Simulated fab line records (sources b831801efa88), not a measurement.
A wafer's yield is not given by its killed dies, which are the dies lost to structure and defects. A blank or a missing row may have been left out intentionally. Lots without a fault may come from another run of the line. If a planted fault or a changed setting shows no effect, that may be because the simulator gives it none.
The tool behind it: which one?	flow gf180mcu	Sampling: 6 lots, 18 wafers, 2 of 602 route steps

== WHAT THE GAUGES READ, wafer by wafer ==
GF_PSD_CD_MEAS_07 targets a cd of 400 nm.
lot	measured	on	cd-nm (nm)
L112	day 15 17:16	cd-sem-02	400.5 399.6 401.3
L114	day 16 08:14	cd-sem-02	400.1 399.0 398.6
L116	day 17 02:24	cd-sem-02	402.3 402.4 406.8
L120	day 18 15:51	cd-sem-01	398.0 399.9 400.2
L122	day 19 11:08	cd-sem-02	401.2 403.9 401.1
L126	day 20 23:26	cd-sem-01	401.5 402.0 402.3

== WHAT TOOL EACH LOT RAN ON (gives the tool, then ch and the chambers of the sampled wafers, and finally the start) ==
lot	GF_PSD_EXPOSE_04
L112	iline-stepper-01 ch 0, day 15 06:44
L114	iline-stepper-02 ch 0, day 15 22:02
L116	iline-stepper-01 ch 0, day 16 15:02
L120	iline-stepper-02 ch 0, day 18 04:26
L122	iline-stepper-02 ch 0, day 18 23:20
L126	iline-stepper-02 ch 0, day 20 11:38
- GF_PSD_EXPOSE_04: exposes mask Pplus, target cd 400 nm.

== THE ANSWER, worked out from the rows above alone ==
Rule: the usual values come from the lots themselves. Put in order of their means at a reading, lots are off if they are a third of the lots or fewer, leave a main group of 4 or more, and stand apart from it by a gap of 3 or more times the standard deviation of the main group's means; of several such gaps the widest counts. The tables above print the reading to a certain number of digits; a main group whose means all agree to those digits is not used. Also off: a lot with no number at a reading for which 4 or more lots have one. All remaining lots with rows at the step are treated as sound.
No lot is off on any of the readings shown, so nothing can be concluded from this.

== WHAT HAD BEEN PUT IN BY THE SIMULATOR ==
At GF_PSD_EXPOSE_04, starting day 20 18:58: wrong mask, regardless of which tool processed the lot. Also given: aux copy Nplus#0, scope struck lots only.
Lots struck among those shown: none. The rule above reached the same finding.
